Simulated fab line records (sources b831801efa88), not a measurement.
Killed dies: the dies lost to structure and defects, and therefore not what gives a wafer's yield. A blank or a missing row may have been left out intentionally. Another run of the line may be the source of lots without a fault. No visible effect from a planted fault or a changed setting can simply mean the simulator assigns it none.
Code-filled problem report in 8D (eight disciplines) form || flow gf180mcu || the parts of the form that need people (team, actions taken, sign-off) are left out

1. THE PROBLEM
chamberPressureMTorr at GF_V5_ETCH_16 reads a mean of 35.962 mTorr on 1 wafer of 1 lot; wafers without a fault read 30.003 mTorr with a standard deviation of 0.026. That is +99 or more standard deviations from the usual mean.
The step: etches BARC in N2/H2.
First observed at day 28 17:08: wafer L993.4, on rieDiel-04. The record holds 15 wafers of 5 lots with a number at this step. Rule for "out", or "out of limits": more than 4 standard deviations from the usual mean. The rest of the wafers with a number are treated as sound.

2. WHAT IT IS AND WHAT IT IS NOT
{"question": "which readings at this step", "is": "chamberPressureMTorr", "is not": "drypumpMotorCurrentA, n2FlowSccm, oesProductAu, throttleValvePct"}
{"question": "which lots", "is": "L993", "is not": "L100, L103, L104, L990"}
{"question": "which wafers of those lots", "is": "L993.4", "is not": "L993.1, L993.3"}
{"question": "read on which tools", "is": "rieDiel-04", "is not": "rieDiel-01, rieDiel-03"}
{"question": "when", "is": "from day 28 17:08", "is not": "up to then (5 sound wafers); but 9 sound wafers of L100, L103, L104 came after"}

3. WHAT RULES OUT EACH SUSPECT
Counting: if a tool at a process step up to the reading ran every lot that is out, it stays a suspect. Sound lots after the first of them don't rule it out here, since some wafers of a struck lot are sound.
- cmp-02 at GF_V5_CMP_04 (polishes SiO2): kept. It ran the lot that is out, L993 (day 27 20:20).
- rieDiel-04 at GF_V5_ETCH_16 (etches BARC in N2/H2): kept. It ran the lot that is out, L993 (day 28 17:08); its last sound lot up to then is L990 (day 27 04:21). Its own readings are out on those wafers: chamberPressureMTorr.
- Within cmp-02 at GF_V5_CMP_04: the wafers that are out ran in chamber 0; their sound lot-mates ran in chambers 1, 3.
- Within rieDiel-04 at GF_V5_ETCH_16: the wafers that are out ran in chamber 0; their sound lot-mates ran in chambers 2, 3.
The count leaves rieDiel-04 at GF_V5_ETCH_16 and cmp-02 at GF_V5_CMP_04.

4. THE CAUSE (what the simulator had put in)
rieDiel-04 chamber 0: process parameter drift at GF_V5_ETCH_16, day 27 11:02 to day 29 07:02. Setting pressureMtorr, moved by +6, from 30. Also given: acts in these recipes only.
2 suspects survive the count, and this tool is in that group.

5. THE EFFECT CHAIN, in route order
One row per reading whose mean, taken over the struck wafers that have a number, lies over 3 standard deviations from the usual. Readings are gone through only where the record gives a usual standard deviation; hours: the median, over the lots, of the time from a lot's start at the first step in this table giving one to that lot's start at this step; sigmas: the change measured in usual standard deviations.
{"hours": 0, "step": "GF_V5_ETCH_16", "reading": "chamberPressureMTorr", "usual": "30.003 mTorr", "on struck wafers": 35.962, "change": "+5.959", "sigmas": "+99 or more"}
Its process steps:
- GF_V5_ETCH_16: etches BARC in N2/H2.

6. WHAT WOULD HAVE CAUGHT IT SOONER
First out-of-limits reading in this record: day 28 17:08, which is 30 hours after fault onset at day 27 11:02.
